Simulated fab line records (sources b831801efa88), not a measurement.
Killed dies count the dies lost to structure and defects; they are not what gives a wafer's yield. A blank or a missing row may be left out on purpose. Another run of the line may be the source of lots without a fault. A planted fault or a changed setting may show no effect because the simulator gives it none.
Which tool did it?	flow gf180mcu	21 wafers from 7 lots sampled at 2 of the route's 602 steps

== WHAT EACH GAUGE READ, for each wafer ==
GF_NSD_CD_MEAS_07: target cd 400 nm.
lot	measured	on	cd-nm (nm)
L116	day 13 13:11	cd-sem-01	399.7 402.4 398.8
L118	day 14 06:46	cd-sem-02	399.8 402.2 401.7
L121	day 15 00:32	cd-sem-02	398.8 398.5 397.2
L125	day 16 08:44	cd-sem-02	404.0 400.5 399.3
L130	day 18 22:27	cd-sem-01	412.3 410.5 412.5
L133	day 20 05:59	cd-sem-02	399.1 398.7 400.3
L137	day 21 14:58	cd-sem-02	399.9 401.8 401.4

== EACH LOT AND THE TOOL THAT RAN IT (in order: tool; ch and the chambers of the sampled wafers; start) ==
lot	GF_NSD_DEVELOP_06
L116	litho-track-02 ch 0, day 13 13:02
L118	litho-track-04 ch 0, day 14 06:37
L121	litho-track-04 ch 0, day 15 00:23
L125	litho-track-01 ch 0, day 16 08:37
L130	litho-track-02 ch 0, day 18 22:18
L133	litho-track-04 ch 0, day 20 05:50
L137	litho-track-04 ch 0, day 21 14:49
- GF_NSD_DEVELOP_06: develop time 60 s.

== THE ANSWER, worked out from the rows above alone ==
Rule: the usual values come from the lots themselves. The widest of any qualifying gaps counts: lots, ordered by their means at a reading, are off when they make up no more than a third of the lots, leave a main group of 4 or more, and stand apart from it by 3 or more times the standard deviation of that group's means. A main group is skipped when, at the precision printed for the reading in the tables above, its means are all equal. Also off: a lot with no number at a reading for which 4 or more lots have one. Where the step has rows for the other lots, those lots are counted as sound.
Off: L130, at GF_NSD_CD_MEAS_07 (cd-nm). Mean 400.2 nm and standard deviation 1.1 in the main group.
A tool fits if, at a process step before that reading, it ran every lot that is off, and no sound lot after the first of them. Those tools and the gauges at GF_NSD_CD_MEAS_07 are tried in the same way. 2 tools fit, litho-track-02 at GF_NSD_DEVELOP_06 and cd-sem-01 at GF_NSD_CD_MEAS_07, so this cannot tell which one it is.

== WHAT THE SIMULATOR HAD INSERTED ==
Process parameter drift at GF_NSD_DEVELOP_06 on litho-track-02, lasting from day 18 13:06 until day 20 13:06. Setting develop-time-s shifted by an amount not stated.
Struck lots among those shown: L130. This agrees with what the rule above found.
